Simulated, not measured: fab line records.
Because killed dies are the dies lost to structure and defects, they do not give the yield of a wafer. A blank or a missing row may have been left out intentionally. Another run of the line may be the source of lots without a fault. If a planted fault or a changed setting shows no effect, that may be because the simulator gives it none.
Matching of chambers / flow sky130 / SKY_METAL3_ETCH_17 on rie-diel-01 has 4 sister chambers
The step etches SiO2 in C4F8/O2/Ar, stops on TiN, time 3.9 s, target depth 15 nm. 7 wafers are shown with their chamber, then 6 later ones without.

WAFERS PAIRED WITH THEIR CHAMBERS
wafer=L266.1; chamber=3; oes-product-au (a.u.)=0.746
wafer=L266.3; chamber=2; oes-product-au (a.u.)=0.761
wafer=L266.4; chamber=1; oes-product-au (a.u.)=0.754
wafer=L274.5; chamber=0; oes-product-au (a.u.)=0.741
wafer=L276.1; chamber=0; oes-product-au (a.u.)=0.751
wafer=L276.4; chamber=1; oes-product-au (a.u.)=0.769
wafer=L276.6; chamber=3; oes-product-au (a.u.)=0.772

WAFERS WITH NO CHAMBER GIVEN
wafer=L277.2; oes-product-au (a.u.)=0.750
wafer=L277.4; oes-product-au (a.u.)=0.766
wafer=L277.5; oes-product-au (a.u.)=0.756
wafer=L278.1; oes-product-au (a.u.)=0.749
wafer=L278.2; oes-product-au (a.u.)=0.761
wafer=L278.3; oes-product-au (a.u.)=0.757

EACH ONE'S CHAMBER
wafer=L277.2; from the rows above=can't be placed: 0 or 3 or 2 or 1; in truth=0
wafer=L277.4; from the rows above=can't be placed: 1 or 2 or 3 or 0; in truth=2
wafer=L277.5; from the rows above=can't be placed: 3 or 2 or 1 or 0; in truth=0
wafer=L278.1; from the rows above=can't be placed: 0 or 3 or 2 or 1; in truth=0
wafer=L278.2; from the rows above=can't be placed: 2 or 1 or 3 or 0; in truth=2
wafer=L278.3; from the rows above=can't be placed: 3 or 2 or 1 or 0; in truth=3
0 of 6 placed correctly. Unplaceable from these rows: 6, with the true chamber sitting among the candidates in 6. Wrongly placed: 0.
How it was worked out, from the rows above alone: a wafer's distance from a chamber is the root of the sum, over the readings, of the square of ((its reading less the chamber's mean) divided by the reading's scatter). If the next closest chamber is less than 2 further off than the closest, the wafer can't be placed; otherwise it belongs to the closest. Each chamber's mean is taken over the wafers shown for it. The scatter: take each reading less its chamber's mean, square it, sum over the shown wafers, divide by the number of wafers less the number of chambers, and take the root.
